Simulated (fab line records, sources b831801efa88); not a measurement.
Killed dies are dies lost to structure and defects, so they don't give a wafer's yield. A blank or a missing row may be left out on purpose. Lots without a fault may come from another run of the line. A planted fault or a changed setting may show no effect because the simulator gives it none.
Which tool did it? | flow sky130 | 11 lots, 33 wafers sampled, at 3 steps of a route of 708

WHAT THE GAUGES READ, wafer by wafer
SKY_SPACER_THK_MEAS_01. Usual: SPACER_CVD_00_THK 43.2 nm, standard deviation 0.44.
lot  | measured     | on            | SPACER_CVD_00_THK (nm) | flag
L430 | day 23 05:58 | film_metro-03 | 43.0 43.0 43.2         |
L432 | day 24 01:41 | film_metro-03 | 43.3 43.4 43.4         |
L433 | day 24 21:08 | film_metro-04 | 43.9 43.8 43.7         |
L437 | day 25 22:04 | film_metro-02 | 37.8 38.1 38.0         | OFF
L438 | day 26 13:05 | film_metro-04 | 37.6 37.8 37.7         | OFF
L439 | day 26 14:19 | film_metro-04 | 38.1 38.2 38.2         | OFF
L446 | day 29 10:22 | film_metro-03 | 43.1 43.1 43.2         |
L449 | day 29 20:41 | film_metro-02 | 42.8 42.9 42.8         |
L450 | day 30 09:53 | film_metro-04 | 43.0 42.8 42.8         |
L452 | day 30 16:13 | film_metro-03 | 43.3 43.1 42.9         |
L451 | day 30 16:13 | film_metro-02 | 42.5 42.3 42.0         |

WHICH TOOL RAN EACH LOT (tool, then ch and the chambers of the sampled wafers, then the start)
lot  | SKY_POLY_GATE_STRIP_18               | SKY_SPACER_CVD_00
L430 | plasma_asher-04 ch 0,1, day 16 18:08 | lpcvd-02 ch 0, day 23 04:45
L432 | plasma_asher-02 ch 0,1, day 17 13:20 | lpcvd-02 ch 0, day 24 00:29
L433 | plasma_asher-02 ch 0, day 18 02:53   | lpcvd-02 ch 1, day 24 19:19
L437 | plasma_asher-03 ch 0,1, day 19 10:05 | lpcvd-02 ch 1, day 25 20:52
L438 | plasma_asher-04 ch 0,1, day 20 00:02 | lpcvd-02 ch 1, day 26 11:53
L439 | plasma_asher-03 ch 0,1, day 20 01:41 | lpcvd-02 ch 1, day 26 13:05
L446 | plasma_asher-03 ch 0,1, day 23 01:36 | lpcvd-02 ch 0, day 29 09:10
L449 | plasma_asher-04 ch 0,1, day 23 15:26 | lpcvd-02 ch 0, day 29 19:28
L450 | plasma_asher-03 ch 0,1, day 24 05:02 | lpcvd-02 ch 1, day 30 08:40
L452 | plasma_asher-03 ch 0,1, day 24 09:57 | lpcvd-02 ch 1, day 30 15:00
L451 | plasma_asher-03 ch 0, day 24 11:12   | lpcvd-02 ch 1, day 30 15:00
- SKY_POLY_GATE_STRIP_18: strips in O2/N2.
- SKY_SPACER_CVD_00: deposits Si3N4 from DCS/NH3, target thk 43.1 nm, time 740 s.

WHAT THE TOOLS THEMSELVES READ (means of the sampled wafers that have a number; where no wafer has one, the mark that the record gives instead)
SKY_POLY_GATE_STRIP_18. Usual: drypump_motor_current_A 5.7 A, standard deviation 0.5; oes_product_au 0.361 a.u., standard deviation 0.0051; strip_time_to_endpoint_s 3.18 s, standard deviation 0.054.
lot  | tool            | drypump_motor_current_A (A) | oes_product_au (a.u.) | strip_time_to_endpoint_s (s) | flag
L430 | plasma_asher-04 | 6.1                         | 0.354                 | 3.11                         |
L432 | plasma_asher-02 | 5.7                         | 0.369                 | 3.21                         |
L433 | plasma_asher-02 | 5.0                         | 0.365                 | 3.17                         |
L437 | plasma_asher-03 | 5.5                         | 0.361                 | 3.13                         |
L438 | plasma_asher-04 | 6.3                         | 0.362                 | 3.25                         |
L439 | plasma_asher-03 | 5.5                         | 0.359                 | 3.15                         |
L446 | plasma_asher-03 | 5.4                         | 0.359                 | 3.19                         |
L449 | plasma_asher-04 | 6.1                         | 0.358                 | 3.12                         |
L450 | plasma_asher-03 | 5.4                         | 0.361                 | 3.15                         |
L452 | plasma_asher-03 | 5.4                         | 0.357                 | 3.14                         |
L451 | plasma_asher-03 | 5.5                         | 0.363                 | 3.17                         |

THE ANSWER, worked out from the rows above alone
Rule: a lot is off if the mean of its wafers that have a number lies more than 3 standard deviations from the usual mean. A lot without any number at a reading at which 4 lots or more have one is off too. The other lots that the step has rows for count as sound. The gauges are gone through in route order, then the tools' own readings, and for those a lot's mean is taken as printed above. The first step at which some lot is off is used, and at that step the reading that is off furthest; a lot without a number counts as furthest.
Off: L437, L438, L439, at SKY_SPACER_THK_MEAS_01 (SPACER_CVD_00_THK).
A tool fits if, at a process step before that reading, it ran every lot that is off, and no sound lot after the first of them. The gauges at SKY_SPACER_THK_MEAS_01 are tried like those tools. None of those tried fits.

WHAT THE SIMULATOR HAD PUT IN
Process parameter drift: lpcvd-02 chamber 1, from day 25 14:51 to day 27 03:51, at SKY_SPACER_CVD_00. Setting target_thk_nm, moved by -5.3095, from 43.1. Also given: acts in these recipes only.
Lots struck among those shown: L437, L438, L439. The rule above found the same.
